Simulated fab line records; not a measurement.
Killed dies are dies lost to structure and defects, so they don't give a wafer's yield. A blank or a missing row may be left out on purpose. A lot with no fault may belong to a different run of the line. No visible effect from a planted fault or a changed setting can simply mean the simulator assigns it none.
Code-filled problem report in 8D (eight disciplines) form    flow sky130    the parts of the form that need people (team, actions taken, sign-off) are left out

1. PROBLEM STATEMENT
Across 2 wafers from 2 lots, METAL1_ALCU_RS at SKY_METAL1_RS_MEAS_05 averages 0.0814 ohm/sq, while fault-free wafers read 0.1264 ohm/sq with a standard deviation of 0.0011. Relative to the usual mean, that is a shift of -41 standard deviations.
The step: measures by four-point-probe.
First seen on wafer L870.4, day 37 04:08, on film_metro-04. Wafers with a number at this step in the record: 27, from 9 lots. By rule, "out" or "out of limits" means more than 4 standard deviations away from the usual mean. The other wafers with a number count as sound.

2. WHAT IT IS, WHAT IT ISN'T
question                     is                 is not
which readings at this step  METAL1_ALCU_RS     -
which lots                   L870, L871         L860, L861, L864, L865, L877, L878, L879
which wafers of those lots   L870.4, L871.3     L870.1, L870.6, L871.2, L871.4
read on which gauges         film_metro-04      film_metro-01
when                         from day 37 04:08  up to then (14 sound wafers); but 11 sound wafers of L871, L877, L878, L879 came after

3. THE SUSPECTS, EACH WITH WHAT RULES IT OUT
Counting: a tool at a process step up to the reading stays a suspect if it ran every lot that is out. Sound lots after the first of them don't rule it out here, since some wafers of a struck lot are sound.
- the gauge at SKY_METAL1_RS_MEAS_05 has been ruled out. All the wafers that are out were read on film_metro-04, but those of them that SKY_METAL1_METAL_ETCH_19 has rows for are out there too, on other tools.
- pvd_sputter-04 at SKY_METAL1_SPUTTER_02 (material AlCu, target thk 250 nm, time 13.3 s): kept. It ran every lot that is out, first L870 (day 37 04:02); its last sound lot up to then is L864 (day 35 02:53).
- pvd_sputter-04 at SKY_METAL1_SPUTTER_04 (material TiN, target thk 70 nm, time 58.3 s): kept. It ran every lot that is out, first L870 (day 37 04:05); its last sound lot up to then is L864 (day 35 02:56).
The count leaves pvd_sputter-04 at SKY_METAL1_SPUTTER_04 and pvd_sputter-04 at SKY_METAL1_SPUTTER_02.

4. THE CAUSE (what the simulator had put in)
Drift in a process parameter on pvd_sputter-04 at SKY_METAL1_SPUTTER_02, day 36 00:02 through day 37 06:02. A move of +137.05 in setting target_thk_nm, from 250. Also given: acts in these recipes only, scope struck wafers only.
2 suspects survive the count, and this tool is in that group.

5. SEQUENCE OF EFFECTS, ordered by route
One row per reading whose mean, taken over the struck wafers that have a number, lies over 3 standard deviations from the usual. Scope: only readings with a usual standard deviation given in the record; hours: median across lots of the time from each lot's start at the first step in this table that gives one to its start at this step; sigmas: change in usual standard deviations.
hours  step                      reading               usual          on struck wafers  change   sigmas
0      SKY_METAL1_RS_MEAS_05     METAL1_ALCU_RS        0.1264 ohm/sq  0.0814            -0.0451  -41
3      SKY_METAL1_THK_MEAS_06    METAL1_ALCU_THK       252.8 nm       391.6             +138.8   +56
26     SKY_METAL1_METAL_ETCH_19  oes_product_au        0.855 a.u.     1.004             +0.149   +29
311    SKY_PAD_OPEN_PROBE_99     defect_limited_yield  82.5 %         0.2               -82.3    -37
311    SKY_PAD_OPEN_PROBE_99     killed_at_M0_to_M3    43             448               +404     +54
311    SKY_PAD_OPEN_PROBE_99     killed_dies           86             491               +405     +37
311    SKY_PAD_OPEN_PROBE_99     killed_on_rim         17             96                +78      +22
311    SKY_PAD_OPEN_PROBE_99     sort_bin_5_function   10.4 %         91.3              +80.9    +51
311    SKY_PAD_OPEN_PROBE_99     sort_n_pass           406            1                 -405     -37
311    SKY_PAD_OPEN_PROBE_99     sort_yield_pct        82.5 %         0.2               -82.3    -37
Process steps it contains:
- SKY_METAL1_METAL_ETCH_19: etches the open film in Cl2/BCl3, stops on SiO2, target depth 360 nm, time 78 s.
- SKY_PAD_OPEN_PROBE_99

6. WHAT WOULD HAVE CAUGHT IT SOONER
Counted from the fault's start at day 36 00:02, it took 28 hours until the first out-of-limits reading at a measuring or inspecting step in this record, taken at day 37 04:08.
No tool reading at SKY_METAL1_SPUTTER_02 that has a usual standard deviation in the record was out on any struck wafer, so an alarm limit of 4 standard deviations on those readings would not have fired.
Lots out: 2; of these, L871 started SKY_METAL1_SPUTTER_02 on pvd_sputter-04 after day 37 04:08. It would have been spared by a hold on the tool at that moment.
